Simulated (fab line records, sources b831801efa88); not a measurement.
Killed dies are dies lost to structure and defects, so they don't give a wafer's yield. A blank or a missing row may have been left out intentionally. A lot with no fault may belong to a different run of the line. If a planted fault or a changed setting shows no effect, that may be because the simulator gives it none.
fab line records | flow sky130 | part 1 of 2: steps 1 to 25 of 33
record lots=5 wafers=15 lastDay=49
route steps=708 shown LDD_HVP@287 LDD_LDN@289 SPACER@304 POLY_CUT@307
lots that met no fault: from a run of the same line without faults
startH: the number of hours between the record's first day and the start of the first shown wafer of the lot | waitH: time in hours since the lot's previous step | " identical to the entry in the row above | L1.1+2: several wafers, shown together as one row | - no value, or no start given | * or withheld: withheld | < > ~ a bound
route shown NAME@n: NAME is a module with steps in the file, n the number in the route of the first one | usual: mean/standard deviation of fault-free wafers | same: alike in all rows | chamber/n: place in a boat | sites: per-site readings | _std_site: standard deviation of those values | _edge_site: outer sites' mean less inner sites' | radiusMm: how far each site lies from the wafer's centre | mask NAME#n: copy n | behind: tool/chamber where the wafer was last shaped | hold: the reason the lot was held/the length of the hold in hours/how it ended | device: whichever transistor did not switch (one of n, p or np) | end of line: at the end of the route, the tests of the same wafers | a step without rows: its recipe alone | killed: at the first sort, the dies lost to defects and structure; wafer yield is something else | map: dies across one wafer; x = killed, . = not, _ = none there
set.NAME: setting as actually run; set.NAME@STEP: the setting as run at that earlier step | model.NAME: the simulator's own value behind a step, which no gauge read
lots at selected steps of the route; one table per step, one row per wafer
services: when a tool's chamber went out of use (startH, in hours from the record's first day, below 0 if earlier), for how many hours, and the reason
## steps
# step SKY_LDD_HVP_STRIP_09
# recipe chemistry=O2/N2 powerW=1400 pressureMtorr=1500 platenTempC=withheld o2FlowSccm=3000 n2FlowSccm=300 overashFraction=0.5
# usual drypumpMotorCurrentA=5.76/0.26 oesProductAu=0.408/0.0041 stripTimeToEndpointS=4.135/0.015
# columns lot.wafer tool chamber startH waitH drypumpMotorCurrentA oesProductAu rfHoursCounterH stripTimeToEndpointS
L075.1 plasmaAsher-03 1 490.38 0.1 5.56 0.403 34 4.125
L075.4 " 0 " " 5.22 0.413 - 4.123
L075.5 " 0 " " 5.21 0.410 - 4.127
L077.2 plasmaAsher-04 0 503.53 0.2 5.78 0.404 7 4.155
L077.5 " 0 " " 5.79 0.409 - 4.149
L077.6 " 1 " " 5.72 0.415 - 4.132
L085.3 plasmaAsher-04 1 585.75 0.1 5.71 0.412 - 4.142
L085.5 " 0 " " 5.75 0.410 - 4.136
L085.6 " 1 " " 5.69 0.417 - 4.133
L086.4 plasmaAsher-02 1 591.95 0.1 6.10 0.409 - 4.127
L086.5 " 0 " " 5.98 0.399 - 4.149
L086.6 " 1 " " 6.10 0.413 - 4.150
L088.1 plasmaAsher-04 1 648.32 0.1 5.68 0.412 21 4.152
L088.2 " 0 " " 5.76 0.411 21 4.130
L088.5 " 0 " " 5.79 0.405 - 4.151
# step SKY_LDD_HVP_TW_MEAS_10
# usual LDD_HVP_TW=452.9/2.6
# columns lot.wafer tool chamber startH waitH LDD_HVP_TW
L075.1 filmMetro-04 - 490.48 0.1 452.0
L075.4 " - " " 454.4
L075.5 " - " " 456.1
L077.2 filmMetro-03 - 503.64 0.1 453.8
L077.5 " - " " 452.0
L077.6 " - " " 449.3
L085.3 filmMetro-03 - 585.84 0.1 449.4
L085.5 " - " " 452.8
L085.6 " - " " 452.1
L086.4 filmMetro-04 - 592.05 0.1 455.9
L086.5 " - " " 455.9
L086.6 " - " " 455.0
L088.1 filmMetro-01 - 648.42 0.1 452.7
L088.2 " - " " 454.3
L088.5 " - " " 452.8
# step SKY_LDD_LDN_DEHYDRATE_00
# recipe tempC=200 timeS=60
# usual chillPlateTempC=22.97/0.098
# same timeS=60
# columns lot.wafer tool chamber startH waitH chillPlateTempC
L075.1 lithoTrack-04 0 504.58 14.1 22.80
L075.4 " 0 " " 23.01
L075.5 " 0 " " 23.11
L077.2 lithoTrack-04 0 518.61 15.0 22.85
L077.5 " 0 " " 22.99
L077.6 " 0 " " 23.02
L085.3 lithoTrack-02 0 600.07 14.2 23.10
L085.5 " 0 " " 22.93
L085.6 " 0 " " 22.98
L086.4 lithoTrack-03 0 606.46 14.4 22.81
L086.5 " 0 " " 22.92
L086.6 " 0 " " 22.80
L088.1 lithoTrack-03 0 662.33 13.9 23.12
L088.2 " 0 " " 22.96
L088.5 " 0 " " 23.06
# step SKY_LDD_LDN_HMDS_01
# recipe primeTimeS=60 primeTempC=120
# usual chillPlateTempC=23.03/0.13 primeTempC=120.00/0.13
# same primeTimeS=60
# columns lot.wafer tool chamber startH waitH chillPlateTempC primeTempC
L075.1 lithoTrack-04 0 504.73 0.1 23.00 120.11
L075.4 " 0 " " 23.20 120.07
L075.5 " 0 " " 23.11 120.00
L077.2 lithoTrack-04 0 518.76 0.1 23.09 120.11
L077.5 " 0 " " 23.15 120.03
L077.6 " 0 " " 23.35 120.01
L085.3 lithoTrack-02 0 600.22 0.1 22.94 120.03
L085.5 " 0 " " 23.12 120.00
L085.6 " 0 " " 22.96 120.10
L086.4 lithoTrack-03 0 606.61 0.1 23.19 120.14
L086.5 " 0 " " 23.03 119.94
L086.6 " 0 " " 23.24 120.08
L088.1 lithoTrack-03 0 662.48 0.1 23.32 119.77
L088.2 " 0 " " 23.24 120.03
L088.5 " 0 " " 23.23 120.07
# step SKY_LDD_LDN_COAT_02
# recipe resist=NOVOLAK spinRpm=3000 resistThkNm=1140
# usual chillPlateTempC=22.99/0.099 dispensePressureKPa=48.5/2.1
# columns lot.wafer tool chamber startH waitH chillPlateTempC dispensePressureKPa
L075.1 lithoTrack-04 0 504.88 0.1 23.02 45.3
L075.4 " 0 " " 23.43 45.2
L075.5 " 0 " " 23.06 45.3
L077.2 lithoTrack-04 0 518.91 0.1 22.84 45.3
L077.5 " 0 " " 22.92 45.3
L077.6 " 0 " " 22.92 45.3
L085.3 lithoTrack-02 0 600.37 0.1 23.08 49.9
L085.5 " 0 " " 23.06 49.9
L085.6 " 0 " " 22.86 49.9
L086.4 lithoTrack-03 0 606.76 0.1 23.05 49.8
L086.5 " 0 " " 23.12 49.8
L086.6 " 0 " " 23.14 49.8
L088.1 lithoTrack-03 0 662.63 0.1 22.83 49.8
L088.2 " 0 " " 23.06 49.8
L088.5 " 0 " " 23.01 49.8
# step SKY_LDD_LDN_SOFTBAKE_03
# recipe tempC=90 timeS=60 resist=NOVOLAK
# usual chillPlateTempC=23.00/0.09
# same timeS=60
# columns lot.wafer tool chamber startH waitH chillPlateTempC
L075.1 lithoTrack-04 0 505.03 0.1 23.03
L075.4 " 0 " " 23.21
L075.5 " 0 " " 23.06
L077.2 lithoTrack-04 0 519.06 0.1 22.93
L077.5 " 0 " " 23.01
L077.6 " 0 " " 22.96
L085.3 lithoTrack-02 0 600.52 0.1 22.97
L085.5 " 0 " " 22.97
L085.6 " 0 " " 23.01
L086.4 lithoTrack-03 0 606.91 0.1 22.96
L086.5 " 0 " " 22.95
L086.6 " 0 " " 22.95
L088.1 lithoTrack-03 0 662.78 0.1 22.98
L088.2 " 0 " " 22.90
L088.5 " 0 " " 23.05
# step SKY_LDD_LDN_EXPOSE_04
# recipe maskId=LDNTM na=0.6 sourceShape=conventional sigmaOuter=0.6 polarization=unpolarized targetCdNm=700 doseMj=140
# usual stageVelMmS=499.98/0.28
# columns lot.wafer tool chamber startH waitH mask stageVelMmS
L075.1 ilineStepper-01 0 - - LDNTM#0 500.02
L075.4 " 0 " " LDNTM#0 499.75
L075.5 " 0 " " LDNTM#0 499.85
L077.2 ilineStepper-02 0 - - LDNTM#0 500.20
L077.5 " 0 " " LDNTM#0 500.17
L077.6 " 0 " " LDNTM#0 500.08
L085.3 ilineStepper-01 0 - - LDNTM#0 499.84
L085.5 " 0 " " LDNTM#0 499.83
L085.6 " 0 " " LDNTM#0 499.99
L086.4 ilineStepper-02 0 - - LDNTM#0 499.60
L086.5 " 0 " " LDNTM#0 500.04
L086.6 " 0 " " LDNTM#0 499.78
L088.1 ilineStepper-01 0 - - LDNTM#0 499.91
L088.2 " 0 " " LDNTM#0 500.18
L088.5 " 0 " " LDNTM#0 499.78
# step SKY_LDD_LDN_PEB_05
# recipe tempC=withheld timeS=* resist=NOVOLAK
# usual chillPlateTempC=*
# same timeS=*
# columns lot.wafer tool chamber startH waitH chillPlateTempC
L075.1 lithoTrack-03 0 - - *
L075.4 " 0 " " *
L075.5 " 0 " " *
L077.2 lithoTrack-04 0 - - *
L077.5 " 0 " " *
L077.6 " 0 " " *
L085.3 lithoTrack-02 0 - - *
L085.5 " 0 " " *
L085.6 " 0 " " *
L086.4 lithoTrack-02 0 - - *
L086.5 " 0 " " *
L086.6 " 0 " " *
L088.1 lithoTrack-02 0 - - *
L088.2 " 0 " " *
L088.5 " 0 " " *
# step SKY_LDD_LDN_DEVELOP_06
# recipe resist=NOVOLAK developer=TMAH developTimeS=60 devTempC=23
# usual chillPlateTempC=23.03/0.1
# columns lot.wafer tool chamber startH waitH chillPlateTempC
L075.1 lithoTrack-03 0 520.73 0.1 22.94
L075.4 " 0 " " 23.02
L075.5 " 0 " " 23.01
L077.2 lithoTrack-04 0 532.96 0.1 23.11
L077.5 " 0 " " 23.21
L077.6 " 0 " " 23.08
L085.3 lithoTrack-02 0 615.22 0.1 23.02
L085.5 " 0 " " 22.95
L085.6 " 0 " " 23.24
L086.4 lithoTrack-02 0 620.40 0.1 23.19
L086.5 " 0 " " 23.11
L086.6 " 0 " " 22.99
L088.1 lithoTrack-02 0 676.12 0.1 23.09
L088.2 " 0 " " 22.91
L088.5 " 0 " " 23.03
# step SKY_LDD_LDN_OVL_MEAS_07
# usual LDD_LDN_OVL=0.6/1.4
# columns lot.wafer tool chamber startH waitH LDD_LDN_OVL[nm]
L075.1 overlay-01 - 520.88 0.1 -1.9
L075.4 " - " " -0.1
L075.5 " - " " -1.8
L077.2 overlay-01 - 533.09 0.1 0.7
L077.5 " - " " 0.9
L077.6 " - " " -0.9
L085.3 overlay-01 - 615.33 0.1 0.6
L085.5 " - " " 0.9
L085.6 " - " " -0.9
L086.4 overlay-01 - 620.49 0.1 1.1
L086.5 " - " " -0.1
L086.6 " - " " -0.4
L088.1 overlay-02 - 676.27 0.1 -0.4
L088.2 " - " " 0.2
L088.5 " - " " -0.6
# step SKY_LDD_LDN_IMPLANT_08
# recipe species=As energyKev=15 doseCm2=1.25e+13 tiltDeg=withheld rotationDeg=23
# columns lot.wafer tool chamber startH waitH
L075.1+4+5 implanter-03 0 520.92 0.0
L077.2+5+6 implanter-03 0 533.14 0.0
L085.3+5+6 implanter-04 0 615.41 0.1
L086.4+5+6 implanter-02 0 620.58 0.1
L088.1+2+5 implanter-03 0 676.31 0.0
# step SKY_LDD_LDN_IMPLANT_09
# recipe species=As energyKev=15 doseCm2=1.25e+13 tiltDeg=withheld rotationDeg=113
# columns lot.wafer tool chamber startH waitH
L075.1+4+5 implanter-03 0 521.07 0.1
L077.2+5+6 implanter-03 0 533.29 0.1
L085.3+5+6 implanter-04 0 615.56 0.1
L086.4+5+6 implanter-02 0 620.73 0.1
L088.1+2+5 implanter-03 0 676.46 0.1
# step SKY_LDD_LDN_IMPLANT_10
# recipe species=As energyKev=15 doseCm2=1.25e+13 tiltDeg=withheld rotationDeg=203
# columns lot.wafer tool chamber startH waitH
L075.1+4+5 implanter-03 0 521.22 0.1
L077.2+5+6 implanter-03 0 533.44 0.1
L085.3+5+6 implanter-04 0 615.71 0.1
L086.4+5+6 implanter-02 0 620.88 0.1
L088.1+2+5 implanter-03 0 676.61 0.1
# step SKY_LDD_LDN_IMPLANT_11
# recipe species=As energyKev=15 doseCm2=1.25e+13 tiltDeg=withheld rotationDeg=293
# columns lot.wafer tool chamber startH waitH
L075.1+4+5 implanter-03 0 521.37 0.1
L077.2+5+6 implanter-03 0 533.59 0.1
L085.3+5+6 implanter-04 0 615.86 0.1
L086.4+5+6 implanter-02 0 621.03 0.1
L088.1+2+5 implanter-03 0 676.76 0.1
# step SKY_LDD_LDN_STRIP_12
# recipe chemistry=O2/N2 powerW=1400 pressureMtorr=1500 platenTempC=withheld o2FlowSccm=3000 n2FlowSccm=300 overashFraction=0.5
# usual drypumpMotorCurrentA=5.7/0.45 oesProductAu=0.715/0.0045 stripTimeToEndpointS=14.17/0.038
# columns lot.wafer tool chamber startH waitH drypumpMotorCurrentA oesProductAu rfHoursCounterH stripTimeToEndpointS
L075.1 plasmaAsher-01 0 521.52 0.1 5.6 0.712 82 14.19
L075.4 " 0 " " 5.6 0.713 - 14.17
L075.5 " 1 " " 6.6 0.717 - 14.19
L077.2 plasmaAsher-03 1 533.72 0.1 5.5 0.717 38 14.14
L077.5 " 1 " " 5.5 0.709 - 14.13
L077.6 " 0 " " 5.2 0.711 - 14.20
L085.3 plasmaAsher-04 0 615.99 0.1 5.8 0.714 - 14.20
L085.5 " 1 " " 5.7 0.720 - 14.19
L085.6 " 0 " " 5.8 0.722 - 14.23
L086.4 plasmaAsher-04 0 621.14 0.1 5.8 0.718 - 14.11
L086.5 " 0 " " 5.8 0.715 - 14.11
L086.6 " 1 " " 5.7 0.718 - 14.15
L088.1 plasmaAsher-04 0 676.91 0.1 5.8 0.716 24 14.18
L088.2 " 1 " " 5.7 0.726 24 14.12
L088.5 " 1 " " 5.7 0.716 - 14.13
# step SKY_LDD_LDN_TW_MEAS_13
# usual LDD_LDN_TW=1469/8.3
# columns lot.wafer tool chamber startH waitH LDD_LDN_TW
L075.1 filmMetro-03 - 521.62 0.1 1457
L075.4 " - " " 1461
L075.5 " - " " 1460
L077.2 filmMetro-03 - 533.83 0.1 1467
L077.5 " - " " 1465
L077.6 " - " " 1466
L085.3 filmMetro-02 - 616.08 0.1 1477
L085.5 " - " " 1465
L085.6 " - " " 1468
L086.4 filmMetro-03 - 621.24 0.1 1459
L086.5 " - " " 1467
L086.6 " - " " 1462
L088.1 filmMetro-03 - 677.01 0.1 1457
L088.2 " - " " 1464
L088.5 " - " " 1465
# step SKY_LDD_LDN_CLEAN_14
# recipe chemistry=SC1/SC2 mix=1:4:20 tempC=70 timeS=150 dry=n2Spin
# same timeS=150
# columns lot.wafer tool chamber startH waitH
L075.1+4+5 wetBench-03 2 521.68 0.1
L077.2+5+6 wetBench-03 0 533.88 0.0
L085.3+5+6 wetBench-03 1 616.12 0.0
L086.4+5+6 wetBench-02 1 621.27 0.0
L088.1+2+5 wetBench-03 3 677.07 0.1
# step SKY_SPACER_CVD_00
# recipe material=Si3N4 precursor=DCS/NH3 targetThkNm=43.1 tempC=770 timeS=740 pressureMtorr=250
# usual spikeTcLowerC=768.3/1.2 spikeTcUpperC=769.5/1.2
# same timeS=740
# columns lot.wafer tool chamber startH waitH spikeTcLowerC spikeTcUpperC
L075.1 lpcvd-02 0 521.73 0.0 767.7 768.8
L075.4 " 0 " " 771.0 768.3
L075.5 " 0 " " 769.5 769.5
L077.2 lpcvd-02 1 546.36 12.4 768.3 769.3
L077.5 " 1 " " 767.1 770.8
L077.6 " 1 " " 767.1 769.9
L085.3 lpcvd-02 0 616.17 0.0 769.6 769.3
L085.5 " 0 " " 771.4 767.5
L085.6 " 0 " " 768.7 768.0
L086.4 lpcvd-02 0 621.95 0.6 768.7 768.9
L086.5 " 0 " " 768.7 767.3
L086.6 " 0 " " 768.0 768.6
L088.1 lpcvd-02 1 679.28 2.2 769.3 770.7
L088.2 " 1 " " 768.7 770.6
L088.5 " 1 " " 767.5 769.9
# step SKY_SPACER_THK_MEAS_01
# recipe reads=Si3N4_of_SPACER_CVD_00
# usual SPACER_CVD_00_THK=43.1/0.33
# columns lot.wafer tool chamber startH waitH SPACER_CVD_00_THK[nm]
L075.1 filmMetro-02 - 522.94 0.0 43.2
L075.4 " - " " 43.2
L075.5 " - " " 43.2
L077.2 filmMetro-02 - 548.17 0.0 42.4
L077.5 " - " " 42.8
L077.6 " - " " 42.6
L085.3 filmMetro-04 - 617.39 0.0 43.1
L085.5 " - " " 43.0
L085.6 " - " " 43.0
L086.4 filmMetro-01 - 623.18 0.0 43.2
L086.5 " - " " 43.5
L086.6 " - " " 43.4
L088.1 filmMetro-04 - 680.49 0.0 42.7
L088.2 " - " " 42.9
L088.5 " - " " 43.3
# step SKY_SPACER_ETCHBACK_02
# recipe chemistry=CH3F/O2 target=Si3N4 stopOn=SiO2 sourceW=400 biasW=80 pressureMtorr=25 ch3fFlowSccm=40 O2_flow_sccm=30 timeS=46.7 targetDepthA=450
# usual drypumpMotorCurrentA=5.7/0.56 oesProductAu=0.854/0.0062 throttleValvePct=10.563/0.0088
# same timeS=46.7
# columns lot.wafer tool chamber startH waitH drypumpMotorCurrentA oesProductAu rfHoursCounterH throttleValvePct
L075.1 rieDiel-02 2 523.00 0.1 6.0 0.857 2 10.550
L075.4 " 3 " " 5.6 0.855 9 10.556
L075.5 " 3 " " 5.6 0.858 - 10.549
L077.2 rieDiel-03 1 548.22 0.0 6.4 0.841 5 10.565
L077.5 " 1 " " 6.4 0.848 - 10.562
L077.6 " 2 " " 5.1 0.845 - 10.566
L085.3 rieDiel-03 0 617.43 0.0 6.4 0.866 2 10.551
L085.5 " 2 " " 5.1 0.850 - 10.567
L085.6 " 1 " " 6.4 0.860 - 10.568
L086.4 rieDiel-03 2 623.21 0.0 5.1 0.847 8 10.556
L086.5 " 0 " " 6.4 0.854 - 10.562
L086.6 " 3 " " 5.2 0.857 - 10.552
L088.1 rieDiel-01 3 680.55 0.1 5.7 0.849 41 10.565
L088.2 " 1 " " 5.2 0.850 20 10.555
L088.5 " 0 " " 5.7 0.856 - 10.562
# step SKY_POLY_CUT_DEHYDRATE_00
# recipe tempC=200 timeS=60
# usual chillPlateTempC=23.00/0.1
# same timeS=60
# columns lot.wafer tool chamber startH waitH chillPlateTempC
L075.1 lithoTrack-02 0 536.92 13.9 22.94
L075.4 " 0 " " 23.10
L075.5 " 0 " " 23.10
L077.2 lithoTrack-02 0 561.00 12.8 23.00
L077.5 " 0 " " 22.92
L077.6 " 0 " " 22.93
L085.3 lithoTrack-04 0 631.08 13.6 23.01
L085.5 " 0 " " 23.10
L085.6 " 0 " " 22.93
L086.4 lithoTrack-01 0 637.22 14.0 22.94
L086.5 " 0 " " 23.23
L086.6 " 0 " " 23.02
L088.1 lithoTrack-04 0 693.58 13.0 23.08
L088.2 " 0 " " 23.07
L088.5 " 0 " " 23.13
# step SKY_POLY_CUT_HMDS_01
# recipe primeTimeS=60 primeTempC=120
# usual chillPlateTempC=22.96/0.097 primeTempC=120.00/0.15
# same primeTimeS=60
# columns lot.wafer tool chamber startH waitH chillPlateTempC primeTempC
L075.1 lithoTrack-02 0 537.07 0.1 22.82 120.15
L075.4 " 0 " " 22.92 120.26
L075.5 " 0 " " 23.00 120.15
L077.2 lithoTrack-02 0 561.15 0.1 23.12 120.23
L077.5 " 0 " " 23.01 120.23
L077.6 " 0 " " 23.17 120.10
L085.3 lithoTrack-04 0 631.23 0.1 22.91 120.17
L085.5 " 0 " " 22.82 120.02
L085.6 " 0 " " 22.78 120.03
L086.4 lithoTrack-01 0 637.37 0.1 23.08 119.92
L086.5 " 0 " " 22.95 120.04
L086.6 " 0 " " 23.04 120.22
L088.1 lithoTrack-04 0 693.73 0.1 22.88 120.17
L088.2 " 0 " " 22.96 120.23
L088.5 " 0 " " 23.00 119.93
# step SKY_POLY_CUT_COAT_02
# recipe resist=BARC tempC=withheld timeS=withheld spinRpm=3000 resistThkNm=60
# usual chillPlateTempC=* dispensePressureKPa=46.9/2
# columns lot.wafer tool chamber startH waitH chillPlateTempC dispensePressureKPa
L075.1 lithoTrack-02 0 537.22 0.1 * 49.9
L075.4 " 0 " " * 49.9
L075.5 " 0 " " * 49.9
L077.2 lithoTrack-02 0 561.30 0.1 * 49.9
L077.5 " 0 " " * 49.9
L077.6 " 0 " " * 49.8
L085.3 lithoTrack-04 0 631.38 0.1 * 45.2
L085.5 " 0 " " * 45.3
L085.6 " 0 " " * 45.3
L086.4 lithoTrack-01 0 637.52 0.1 * 46.3
L086.5 " 0 " " * 46.3
L086.6 " 0 " " * 46.3
L088.1 lithoTrack-04 0 693.88 0.1 * 45.2
L088.2 " 0 " " * 45.3
L088.5 " 0 " " * 45.3
# step SKY_POLY_CUT_COAT_03
# recipe resist=KrF-thick spinRpm=3000 resistThkNm=450
# usual chillPlateTempC=23.00/0.1 dispensePressureKPa=46.9/2
# columns lot.wafer tool chamber startH waitH chillPlateTempC dispensePressureKPa
L075.1 lithoTrack-02 0 - - 23.06 49.9
L075.4 " 0 " " 23.25 49.9
L075.5 " 0 " " 23.08 49.9
L077.2 lithoTrack-02 0 - - 23.08 49.9
L077.5 " 0 " " 22.97 49.9
L077.6 " 0 " " 23.05 49.9
L085.3 lithoTrack-04 0 - - 23.19 45.3
L085.5 " 0 " " 23.26 45.3
L085.6 " 0 " " 23.07 45.2
L086.4 lithoTrack-01 0 - - 23.05 46.3
L086.5 " 0 " " 22.88 46.3
L086.6 " 0 " " 22.98 46.3
L088.1 lithoTrack-04 0 - - 23.19 45.3
L088.2 " 0 " " 22.87 45.3
L088.5 " 0 " " 23.05 45.3
# step SKY_POLY_CUT_SOFTBAKE_04
# recipe tempC=100 timeS=90 resist=KrF-thick
# usual chillPlateTempC=22.99/0.11
# same timeS=90
# columns lot.wafer tool chamber startH waitH chillPlateTempC
L075.1 lithoTrack-02 0 - - 22.83
L075.4 " 0 " " 22.89
L075.5 " 0 " " 22.99
L077.2 lithoTrack-02 0 - - 22.98
L077.5 " 0 " " 23.03
L077.6 " 0 " " 22.90
L085.3 lithoTrack-04 0 - - 23.16
L085.5 " 0 " " 23.12
L085.6 " 0 " " 23.05
L086.4 lithoTrack-01 0 - - 23.10
L086.5 " 0 " " 23.02
L086.6 " 0 " " 22.99
L088.1 lithoTrack-04 0 - - 22.90
L088.2 " 0 " " 23.02
L088.5 " 0 " " 22.80
